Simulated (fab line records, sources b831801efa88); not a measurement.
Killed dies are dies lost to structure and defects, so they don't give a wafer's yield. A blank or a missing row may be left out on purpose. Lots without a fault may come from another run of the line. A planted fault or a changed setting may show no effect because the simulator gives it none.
Problem report in the 8D (eight disciplines) form, filled by code | flow gf180mcu | the parts of the form that need people (team, actions taken, sign-off) are left out

1. THE PROBLEM
MIM_ALCU_RS at GF_MIM_RS_MEAS_10 reads a mean of 0.1189 ohm/sq on 9 wafers of 3 lots; wafers without a fault read 0.1611 ohm/sq with a standard deviation of 0.0016. That is -26 standard deviations from the usual mean.
The step: measures by four-point-probe.
First seen on wafer L438.3, day 26 01:35, on film_metro-03. The record holds 33 wafers of 11 lots with a number at this step. Rule for "out", or "out of limits": more than 4 standard deviations from the usual mean. The other wafers with a number count as sound.

2. WHAT IT IS AND WHAT IT IS NOT
question                    | is                                          | is not
which readings at this step | MIM_ALCU_RS                                 | -
which lots                  | L438, L439, L440                            | L433, L449, L451, L452, L453, L454, L455, L456
which wafers of those lots  | all that have a number                      | -
read on which gauges        | film_metro-01, film_metro-02, film_metro-03 | -
when                        | from day 26 01:35                           | up to then (3 sound wafers); but 21 sound wafers of L449, L451, L452, L453, L454, L455, L456 came after

3. SUSPECTS, AND WHAT RULES EACH OUT
Counting: a tool at a process step up to the reading stays a suspect if it ran every lot that is out and no sound lot after the first of them.
- the gauge at GF_MIM_RS_MEAS_10: ruled out. The wafers that are out were read on 3 gauges (film_metro-01, film_metro-02, film_metro-03).
- pvd_sputter-02 at GF_MIM_SPUTTER_08 (material AlCu, target thk 200 nm, time 10.6 s): ruled out as a lasting fault. Sound lots L449, L451, L454, L455 ran on it after its first lot that is out, L438 (day 26 01:30).
Left after counting: nothing in the record.

4. THE CAUSE (what the simulator had put in)
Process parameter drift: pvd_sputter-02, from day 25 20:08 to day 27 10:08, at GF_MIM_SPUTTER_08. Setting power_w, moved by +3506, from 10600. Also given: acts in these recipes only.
Counting ruled it out, wrongly: the rule takes a fault to strike every lot that its tool runs from its start on, and this one did not.

5. THE CHAIN OF EFFECTS, in route order
Each row: a reading whose mean over the struck wafers that have a number lies more than 3 standard deviations from the usual. Only readings for which the record gives a usual standard deviation are gone through. hours: the time from each lot's start at the first step in this table that gives one to its start at this step, as a median over the lots. sigmas: the change in usual standard deviations.
hours | step               | reading            | usual         | on struck wafers | change  | sigmas
0     | GF_MIM_SPUTTER_08  | cathode_dc_power_W | 10600 W       | 14105            | +3505   | +99 or more
0     | GF_MIM_RS_MEAS_10  | MIM_ALCU_RS        | 0.1611 ohm/sq | 0.1189           | -0.0422 | -26
0     | GF_MIM_THK_MEAS_11 | MIM_ALCU_THK       | 200.2 nm      | 268.2            | +68.0   | +30
The process steps in it:
- GF_MIM_SPUTTER_08: material AlCu, target thk 200 nm, time 10.6 s.

6. WHAT WOULD HAVE CAUGHT IT SOONER
In this record the first reading out of limits at a measuring or inspecting step was taken at day 26 01:35, 5 hours after the fault began at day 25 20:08.
The tool's own readings at GF_MIM_SPUTTER_08 were out on every struck wafer that the step has a row for (cathode_dc_power_W): an alarm limit on them would have fired on the first of those.
